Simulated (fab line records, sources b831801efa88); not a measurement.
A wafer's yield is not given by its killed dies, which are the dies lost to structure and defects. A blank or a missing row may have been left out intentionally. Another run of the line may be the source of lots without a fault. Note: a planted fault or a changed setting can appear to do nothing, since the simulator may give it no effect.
Chamber matching ; flow gf180mcu ; GF_V2_ETCH_16 on rieDiel-01 has 4 sister chambers
The step etches BARC in N2/H2. 16 wafers are shown with their chamber, then 8 later ones without.

WAFERS WITH THEIR CHAMBER
wafer;chamber;drypumpMotorCurrentA (A);throttleValvePct (%);oesProductAu (a.u.)
L536.1;3;6.3;13.232;0.849
L536.2;1;5.1;13.217;0.858
L536.6;2;5.5;13.229;0.863
L537.1;0;5.7;13.227;0.860
L537.3;3;6.3;13.220;0.856
L537.6;0;5.7;13.235;0.854
L538.3;1;5.1;13.212;0.856
L538.4;0;5.8;13.220;0.858
L538.5;3;6.4;13.214;0.851
L540.1;1;5.0;13.210;0.846
L540.5;3;6.4;13.235;0.854
L540.6;2;5.5;13.234;0.856
L542.1;3;6.4;13.219;0.855
L542.2;1;5.0;13.229;0.851
L542.4;2;5.5;13.219;0.851
L547.1;3;6.4;13.217;0.853

SIGNATURES, as means of the wafers listed above
reading;chamber 0;chamber 1;chamber 2;chamber 3;scatter within a chamber
drypumpMotorCurrentA;5.733;5.050;5.500;6.367;0.05
throttleValvePct;13.22733;13.21700;13.22733;13.22283;0.00824
oesProductAu;0.85733;0.85275;0.85667;0.85300;0.0042
Rule: a wafer's distance from a chamber is the root of the sum, over the readings, of the square of ((its reading less the chamber's mean) divided by the reading's scatter). If the next closest chamber is less than 2 further off than the closest, the wafer can't be placed; otherwise it belongs to the closest. The scatter is the square root of a quotient: the sum, over the shown wafers, of each reading's squared deviation from its chamber's mean, divided by wafers minus chambers.

WAFERS WITHOUT THEIR CHAMBER
wafer;drypumpMotorCurrentA (A);throttleValvePct (%);oesProductAu (a.u.)
L547.4;5.1;13.227;0.860
L547.5;5.8;13.232;0.854
L553.1;5.7;13.222;0.851
L553.2;5.5;13.205;0.857
L553.4;5.1;13.233;0.857
L554.1;5.5;13.216;0.850
L554.4;5.0;13.227;0.853
L554.6;5.5;13.219;0.853

THE CHAMBER EACH PASSED THROUGH
wafer;from the rows above;in truth
L547.4;1;1
L547.5;0;0
L553.1;0;0
L553.2;2;2
L553.4;1;1
L554.1;2;2
L554.4;1;1
L554.6;2;2
Placed correctly: 8 of 8. From these rows, 0 cannot be placed. Placed wrongly: 0.
